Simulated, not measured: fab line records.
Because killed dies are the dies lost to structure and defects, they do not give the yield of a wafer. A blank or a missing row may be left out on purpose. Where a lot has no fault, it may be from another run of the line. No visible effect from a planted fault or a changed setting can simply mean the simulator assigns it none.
Comparing a struck lot with a sound one	flow sky130	33 steps out of a route of 708
Sound: these wafers, L581.3, L581.4, L581.6. Struck: wafers L591.2, L591.5 (left out: L591.1, a lot-mate that was not struck); the cause follows at the end.
Each step with rows lists, per side, the tool, then ch with its chambers, then its first start. Under that, the readings that differ: sound wafers	struck wafers	difference of the means	sigmas: that difference in standard deviations of wafers without a fault.
alike: same words and numbers on both sides, and readings whose means sit less than 2 such deviations apart. not compared: any withheld reading, any reading some wafer has no value for, any bound like >300 that may hide the same value, and any number with overlapping values for which the record gives no deviation.
The two part at a step that has a row with sigmas, a row that says differs or no value, or rows on one side only. Numbers that don't overlap but have no deviation are shown without sigmas and don't part them. Lack of a reading on every wafer of one side parts them only where that side has two or more wafers.

first, 4 steps without rows for these wafers: SKY_LOCAL_INTERCONNECT_SOFTBAKE_07 (time 90 s); SKY_LOCAL_INTERCONNECT_EXPOSE_08 (exposes mask LI1M, target cd 170 nm); SKY_LOCAL_INTERCONNECT_PEB_09; SKY_LOCAL_INTERCONNECT_DEVELOP_10 (develop time 60 s).
SKY_LOCAL_INTERCONNECT_CD_MEAS_11 targets a cd of 170 nm.
  sound on cd-sem-01 at day 32 20:14; struck on cd-sem-02 at day 35 13:35
  alike: cd-nm
SKY_LOCAL_INTERCONNECT_OVL_MEAS_12:
  sound on overlay-02 at day 32 20:20; struck on overlay-01 at day 35 13:42
reading	sound	struck	difference	sigmas
LOCAL_INTERCONNECT_OVL (nm)	4 7 8	-7 -2	-11	-2
then, 1 step without rows for these wafers: SKY_LOCAL_INTERCONNECT_ETCH_13 (etches BARC in N2/H2, stops on SiO2, time 45.9 s, target depth 60 nm).
SKY_LOCAL_INTERCONNECT_METAL_ETCH_14: etches TiN in Cl2/BCl3, stops on PSG, target depth 110 nm, time 31.4 s.
  sound on rie-metal-03 ch 0,1, day 32 20:26; struck on rie-metal-01 ch 0,1, day 35 13:48
reading	sound	struck	difference	sigmas
rf-fwd-power-W (W)	880 886 884	894 889	+8	+2
  alike: chamber-pressure-mTorr, drypump-motor-current-A, oes-product-au, throttle-valve-pct
  not compared: rf-hours-counter-h
SKY_LOCAL_INTERCONNECT_STRIP_15: strips in O2/N2.
  sound on plasma-asher-01 ch 0,1, day 32 20:30; struck on plasma-asher-02 ch 0, day 35 13:51
  alike: chamber-pressure-mTorr, drypump-motor-current-A, n2-flow-sccm, oes-product-au, strip-time-to-endpoint-s
  not compared: rf-hours-counter-h
then, 3 steps without rows for these wafers: SKY_LOCAL_INTERCONNECT_STRIP_16 (strips in post etch residue remover, time 1200 s); SKY_LOCAL_INTERCONNECT_CLEAN_17 (cleans in IPA, time 180 s); SKY_LOCAL_INTERCONNECT_CLEAN_18 (cleans in O3/DIW).
SKY_CONTACT_CVD_00: deposits Si3N4, target thk 75 nm.
  sound on pecvd-03 ch 0,1,2, day 32 21:04; struck on pecvd-04 ch 0, day 35 14:27
reading	sound	struck	difference	sigmas
rf-fwd-power-W (W)	448.8 441.3 446.8	- -	no value on the struck wafers	
model.Si3N4_of_CONTACT_CVD_00.thk-nm (nm)	75.28 75.55 74.22	25.93 25.78	-49.16	
  alike: heater-power-w
SKY_CONTACT_THK_MEAS_01:
  sound on film-metro-04 at day 32 21:07; struck on film-metro-04 at day 35 14:30
reading	sound	struck	difference	sigmas
CONTACT_CVD_00_THK (nm)	75.3 75.5 74.2	25.9 25.7	-49.2	-57
then, 1 step without rows for these wafers: SKY_CONTACT_HDPCVD_02 (deposits SiO2, target thk 565 nm, time 94.2 s).
SKY_CONTACT_THK_MEAS_03:
  sound on film-metro-01 at day 32 21:15; struck on film-metro-02 at day 35 14:38
  alike: CONTACT_HDPCVD_THK
then, 1 step without rows for these wafers: SKY_CONTACT_CMP_04 (polishes SiO2).
SKY_CONTACT_BOW_MEAS_05:
  sound on film-metro-04 at day 32 21:38; struck on film-metro-02 at day 35 15:13
  alike: CONTACT_BOW
then, 8 steps without rows for these wafers: SKY_CONTACT_DEHYDRATE_06 (time 60 s); SKY_CONTACT_HMDS_07 (prime time 60 s); SKY_CONTACT_COAT_08 (resist thk 60 nm); SKY_CONTACT_COAT_09 (resist thk 444.3 nm); SKY_CONTACT_SOFTBAKE_10 (time 90 s); SKY_CONTACT_EXPOSE_11 (exposes mask CTM1, target cd 170 nm); SKY_CONTACT_PEB_12; SKY_CONTACT_DEVELOP_13 (develop time 60 s).
SKY_CONTACT_CD_MEAS_14 targets a cd of 170 nm.
  sound on cd-sem-02 at day 33 23:50; struck on cd-sem-02 at day 36 16:35
reading	sound	struck	difference	sigmas
cd-nm (nm)	171.0 170.9 171.9	168.4 167.4	-3.4	-2
SKY_CONTACT_OVL_MEAS_15:
  sound on overlay-01 at day 33 23:55; struck on overlay-02 at day 36 16:43
  alike: CONTACT_OVL
SKY_CONTACT_ETCH_16: etches BARC in N2/H2, stops on SiO2, time 45.9 s, target depth 60 nm.
  sound on rie-diel-04 ch 2,3, day 33 23:57; struck on rie-diel-01 ch 0,2, day 36 16:45
  alike: chamber-pressure-mTorr, drypump-motor-current-A, n2-flow-sccm, oes-product-au, rf-fwd-power-W, throttle-valve-pct
  not compared: rf-hours-counter-h
SKY_CONTACT_ETCH_17: etches SiO2 in C4F8/O2/Ar, stops on Si3N4, target depth 340 nm.
  sound on rie-diel-04 ch 2,3, day 33 23:59; struck on rie-diel-01 ch 0,2, day 36 16:47
  alike: chamber-pressure-mTorr, oes-product-au, rf-fwd-power-W
SKY_CONTACT_ETCH_18: etches Si3N4 in CHF3/O2, stops on TiN, time 39 s, target depth 75 nm.
  sound: rie-diel-04 ch 2,3; struck: rie-diel-01 ch 0,2
reading	sound	struck	difference	sigmas
oes-product-au (a.u.)	0.856 0.849 0.850	0.544 0.537	-0.311	-46
throttle-valve-pct (%)	8.810 8.782 8.798	8.716 8.724	-0.077	-8
model.etch.depth-nm (nm)	75.28 75.55 74.22	25.93 25.78	-49.16	
  alike: chamber-pressure-mTorr, drypump-motor-current-A, rf-fwd-power-W
  not compared: rf-hours-counter-h
SKY_CONTACT_STRIP_19: strips in O2/N2.
  sound on plasma-asher-04 ch 0,1, day 34 00:07; struck on plasma-asher-02 ch 0,1, day 36 16:53
  alike: chamber-pressure-mTorr, drypump-motor-current-A, n2-flow-sccm, oes-product-au, strip-time-to-endpoint-s
  not compared: rf-hours-counter-h
-- the record jumps here: 13 days lie between the struck wafers' starts before and after (it left off in module CONTACT and takes up again in module PAD_OPEN, whose first step shown is number 708 of the route) --
SKY_PAD_OPEN_PROBE_99:
  sound on prober-02 at day 47 08:07; struck on prober-02 at day 49 11:43
  alike: killed_at_M0_to_M3, killed_at_M4_up, killed-at-contacts, killed-at-front-end, killed-at-other, killed-dies, killed-open, killed-short

WHERE THEY PART
At SKY_LOCAL_INTERCONNECT_OVL_MEAS_12 first; at SKY_CONTACT_ETCH_18 last (within this record only). Later steps at which nothing parts them and some readings are alike: SKY_CONTACT_STRIP_19, SKY_PAD_OPEN_PROBE_99.

WHY: the cause the simulator had injected
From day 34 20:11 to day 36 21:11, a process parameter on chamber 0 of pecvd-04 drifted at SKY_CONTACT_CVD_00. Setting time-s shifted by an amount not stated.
